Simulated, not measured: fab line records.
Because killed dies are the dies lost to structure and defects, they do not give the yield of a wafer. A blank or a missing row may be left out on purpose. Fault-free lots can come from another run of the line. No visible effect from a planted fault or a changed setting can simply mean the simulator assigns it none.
A lot that was struck, set against a sound lot -- flow sky130 -- 42 out of 708 route steps
Sound: these wafers, L721.2, L721.4, L721.6. The struck wafers were L737.1, L737.2, L737.6. The cause comes at the end.
At each step with rows: each side's tool, then ch and its chambers, then its first start. Under that, the readings that differ: sound wafers -- struck wafers -- difference of the means -- sigmas: that difference in standard deviations of wafers without a fault.
alike: same words and numbers on both sides, and readings whose means sit less than 2 such deviations apart. not compared: any withheld reading, any reading some wafer has no value for, any bound like >300 that may hide the same value, and any number with overlapping values for which the record gives no deviation.
The two part at a step that has a row with sigmas, a row that says differs or no value, or rows on one side only. Numbers that don't overlap but have no deviation are shown without sigmas and don't part them. Lack of a reading on every wafer of one side parts them only where that side has two or more wafers.

SKY_POLY_CUT_ETCH_10: etches BARC in N2/H2, stops on SiO2, time 45.9 s, target depth 60 nm.
  sound on rie_diel-04 ch 0,1, day 26 04:05; struck on rie_diel-04 ch 0,2,3, day 31 18:10
  alike: drypump_motor_current_A, oes_product_au, throttle_valve_pct
  not compared: rf_hours_counter_h
SKY_POLY_CUT_ETCH_11: etches Si3N4 in CF4/CH2F2/Ar, stops on poly-Si, time 42.5 s, target depth 60 nm.
  sound on rie_diel-04 ch 0,1, day 26 04:07; struck on rie_diel-04 ch 0,2,3, day 31 18:13
  alike: cf4_flow_sccm, ch2f2_flow_sccm, drypump_motor_current_A, oes_product_au, throttle_valve_pct
  not compared: rf_hours_counter_h
SKY_POLY_CUT_STRIP_12: strips in O2/N2.
  sound on plasma_asher-03 ch 0,1, day 26 04:10; struck on plasma_asher-02 ch 0,1, day 31 18:15
  alike: drypump_motor_current_A, oes_product_au, strip_time_to_endpoint_s
  not compared: rf_hours_counter_h
then, 7 steps without rows for these wafers: SKY_SD_P_DEHYDRATE_00 (time 60 s); SKY_SD_P_HMDS_01 (prime time 60 s); SKY_SD_P_COAT_02 (resist thk 1140 nm); SKY_SD_P_SOFTBAKE_03 (time 60 s); SKY_SD_P_EXPOSE_04 (exposes mask PSDM, target cd 380 nm); SKY_SD_P_PEB_05; SKY_SD_P_DEVELOP_06 (develop time 60 s).
SKY_SD_P_CD_MEAS_07: the cd target is 380 nm.
  sound: cd_sem-02 at day 27 08:59; struck: cd_sem-02 at day 32 21:07
  alike: cd_nm
SKY_SD_P_OVL_MEAS_08:
  sound: overlay-01 at day 27 09:06; struck: overlay-02 at day 32 21:14
  alike: SD_P_OVL
SKY_SD_P_IMPLANT_09:
  sound on implanter-01 ch 0, day 27 09:09; struck on implanter-03, day 32 21:17
  no value came back on the struck wafers for beam_energy_keV, beam_on_s (s); on the sound wafers beam_energy_keV reads 19.999 20.003 20.008
SKY_SD_P_STRIP_10: strips in O2/N2.
  sound on plasma_asher-03 ch 0, day 27 09:17; struck on plasma_asher-04 ch 0,1, day 32 21:26
reading,sound,struck,difference,sigmas
oes_product_au (a.u.),0.624 0.617 0.619,0.708 0.710 0.719,+0.092,+21
strip_time_to_endpoint_s (s),17.52 17.50 17.51,14.20 14.12 14.11,-3.37,-77
  alike: drypump_motor_current_A
  not compared: rf_hours_counter_h
SKY_SD_P_TW_MEAS_11:
  sound: film_metro-03 at day 27 09:23; struck: film_metro-01 at day 32 21:32
reading,sound,struck,difference,sigmas
SD_P_TW,2791 2782 2792,30 30 30,-2758,-99 or more
then, 8 steps without rows for these wafers: SKY_RES_XHIGH_DEHYDRATE_00 (time 60 s); SKY_RES_XHIGH_HMDS_01 (prime time 60 s); SKY_RES_XHIGH_COAT_02 (resist thk 1140 nm); SKY_RES_XHIGH_SOFTBAKE_03 (time 60 s); SKY_RES_XHIGH_EXPOSE_04 (exposes mask URPM, target cd 1270 nm); SKY_RES_XHIGH_PEB_05; SKY_RES_XHIGH_DEVELOP_06 (develop time 60 s); SKY_RES_XHIGH_IMPLANT_07.
SKY_RES_XHIGH_STRIP_08: strips in O2/N2.
  sound on plasma_asher-04 ch 1, day 28 13:37; struck on plasma_asher-01 ch 0,1, day 33 23:29
  alike: drypump_motor_current_A, oes_product_au, strip_time_to_endpoint_s
  not compared: rf_hours_counter_h
SKY_RES_XHIGH_TW_MEAS_09:
  sound: film_metro-01 at day 28 13:44; struck: film_metro-03 at day 33 23:35
reading,sound,struck,difference,sigmas
RES_XHIGH_TW,1655 1652 1661,1624 1630 1631,-28,-2
then, 7 steps without rows for these wafers: SKY_SD_N_DEHYDRATE_00 (time 60 s); SKY_SD_N_HMDS_01 (prime time 60 s); SKY_SD_N_COAT_02 (resist thk 1140 nm); SKY_SD_N_SOFTBAKE_03 (time 60 s); SKY_SD_N_EXPOSE_04 (exposes mask NSDM, target cd 380 nm); SKY_SD_N_PEB_05; SKY_SD_N_DEVELOP_06 (develop time 60 s).
SKY_SD_N_CD_MEAS_07: the cd target is 380 nm.
  sound: cd_sem-01 at day 29 17:58; struck: cd_sem-02 at day 35 01:14
  alike: cd_nm
SKY_SD_N_OVL_MEAS_08:
  sound: overlay-02 at day 29 18:04; struck: overlay-01 at day 35 01:22
reading,sound,struck,difference,sigmas
SD_N_OVL (nm),-1.2 0.4 -1.8,1.8 2.3 2.5,+3.1,+3
then, 2 steps without rows for these wafers: SKY_SD_N_IMPLANT_09; SKY_SD_N_IMPLANT_10.
SKY_SD_N_STRIP_11: strips in O2/N2.
  sound on plasma_asher-02 ch 1, day 29 18:23; struck on plasma_asher-04 ch 0,1, day 35 01:42
reading,sound,struck,difference,sigmas
strip_time_to_endpoint_s (s),22.52 22.53 22.51,22.59 22.65 22.63,+0.10,+2
  alike: drypump_motor_current_A, oes_product_au
  not compared: rf_hours_counter_h
SKY_SD_N_TW_MEAS_12:
  sound: film_metro-01 at day 29 18:30; struck: film_metro-03 at day 35 01:48
  alike: SD_N_TW
then, 2 steps without rows for these wafers: SKY_SD_N_CLEAN_13 (cleans in SC1/SC2, time 150 s); SKY_SD_N_RTA_14 (time 2 s).
SKY_SD_N_RS_MEAS_16: measures by four-point-probe.
  sound: film_metro-02 at day 29 18:47; struck: film_metro-02 at day 35 02:05
  alike: SD_N_RS
SKY_SD_N_RS_MEAS_17: measures by four-point-probe.
  sound: film_metro-02 at day 29 18:55; struck: film_metro-02 at day 35 02:12
reading,sound,struck,difference,sigmas
SD_P_RS (ohm/sq),147.8 147.6 147.3,132.9 133.0 132.7,-14.7,-40

WHERE THEY PART
At SKY_SD_P_IMPLANT_09 first; at SKY_SD_N_RS_MEAS_17 last (within this record only).

WHY: whatever the simulator had introduced
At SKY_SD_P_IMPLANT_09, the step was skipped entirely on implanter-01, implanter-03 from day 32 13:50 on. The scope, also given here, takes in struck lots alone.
